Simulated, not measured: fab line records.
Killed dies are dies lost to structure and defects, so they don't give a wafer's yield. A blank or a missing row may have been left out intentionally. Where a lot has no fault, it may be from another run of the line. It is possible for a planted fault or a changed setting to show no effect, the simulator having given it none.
What tool caused it?	flow gf180mcu	Sampling: 10 lots, 30 wafers, 3 of 602 route steps

WHAT THE GAUGES READ, wafer by wafer
GF_M1_RS_MEAS_05: measures by four-point-probe. Usual: M1_ALCU_RS typically reads 0.0693 ohm/sq, with standard deviation 0.00074.
lot	measured	on	M1_ALCU_RS (ohm/sq)	flag
L488	day 17 21:27	film metro-01	0.0701 0.0703 0.0688	
L489	day 18 01:46	film metro-02	0.0698 0.0686 0.0696	
L490	day 18 19:21	film metro-02	0.0708 0.0708 0.0698	
L493	day 19 16:17	film metro-01	0.0699 0.0670 0.0699	
L496	day 21 02:08	film metro-02	0.0687 0.0661 0.0690 0.0687 0.0664 0.0690	
L500	day 23 03:11	film metro-04	0.0690 0.0685 0.0687	
L501	day 23 06:53	film metro-01	0.0698 0.0694 0.0692	
L504	day 23 19:17	film metro-04	0.0692 0.0686 0.0692	
L505	day 24 02:34	film metro-04	0.0698 0.0691 0.0693	
L506	day 24 12:38	film metro-02	0.0702 0.0687 0.0690	

GF_M1_THK_MEAS_06: measures by xrf. Usual: M1_ALCU_THK typically reads 449 nm, with standard deviation 5.6.
lot	measured	on	M1_ALCU_THK (nm)	flag
L488	day 17 21:33	film metro-01	443 440 450	
L489	day 18 01:52	film metro-02	449 455 451	
L490	day 18 19:28	film metro-02	444 444 449	
L493	day 19 16:24	film metro-01	443 461 443	
L496	day 21 05:19	film metro-02	456 474 456 457 474 456	
L500	day 23 03:18	film metro-04	449 453 453	
L501	day 23 07:00	film metro-01	450 450 450	
L504	day 23 19:25	film metro-04	447 453 446	
L505	day 24 02:39	film metro-04	443 445 446	
L506	day 24 12:45	film metro-02	444 458 451	

TOOL THAT RAN EACH LOT (tool first, then ch and the chambers of the sampled wafers, then the start)
lot	GF_M1_SPUTTER_02
L488	pvd sputter-02, day 17 21:19
L489	pvd sputter-01, day 18 01:38
L490	pvd sputter-04, day 18 19:14
L493	pvd sputter-04, day 19 16:11
L496	pvd sputter-04, day 21 02:02
L500	pvd sputter-01, day 23 03:05
L501	pvd sputter-01, day 23 06:47
L504	pvd sputter-04, day 23 19:12
L505	pvd sputter-04, day 24 02:25
L506	pvd sputter-04, day 24 12:32
- GF_M1_SPUTTER_02: material AlCu, target thk 450 nm, time 23.9 s.

AS READ BY THE TOOLS THEMSELVES (means over the sampled wafers that have a number; for cases with no such wafer, the mark the record gives instead)
GF_M1_SPUTTER_02. Usual: cathode dc power W 10600 W, standard deviation 1.9; chamber pressure pa 0.3999 Pa, standard deviation 0.00076; throttle valve pct 29.3 %, standard deviation 1.1.
lot	tool	cathode dc power W (W)	chamber pressure pa (Pa)	throttle valve pct (%)	flag
L488	pvd sputter-02	10599	0.3992	29.7	
L489	pvd sputter-01	10600	0.3998	30.1	
L490	pvd sputter-04	10599	0.3996	29.3	
L493	pvd sputter-04	10753	0.3998	29.4	OFF
L496	pvd sputter-04	10754	0.3995	29.2	OFF
L500	pvd sputter-01	10600	0.3992	30.0	
L501	pvd sputter-01	10599	0.3997	29.4	
L504	pvd sputter-04	10600	0.4004	28.4	
L505	pvd sputter-04	10600	0.4000	28.4	
L506	pvd sputter-04	10601	0.3999	29.4	

THE ANSWER, worked out from the rows above alone
Rule: a lot counts as off when the mean over its wafers that have a number is more than 3 standard deviations away from the usual mean. Also off: a lot with no number at a reading for which 4 or more lots have one. The other lots that the step has rows for count as sound. After the gauges, taken in route order, come the tools' own readings; for these a lot's mean is taken, as printed above. The first step at which some lot is off is used, and at that step the reading that is off furthest; a lot without a number counts as furthest.
Off: L493, L496 (GF_M1_SPUTTER_02, cathode dc power W).
If a tool, at that step or one of the process steps before it, ran each lot that is off and ran no sound lot following the first of them, it fits. Not one of the candidates tried fits.

WHAT WAS PUT IN BY THE SIMULATOR
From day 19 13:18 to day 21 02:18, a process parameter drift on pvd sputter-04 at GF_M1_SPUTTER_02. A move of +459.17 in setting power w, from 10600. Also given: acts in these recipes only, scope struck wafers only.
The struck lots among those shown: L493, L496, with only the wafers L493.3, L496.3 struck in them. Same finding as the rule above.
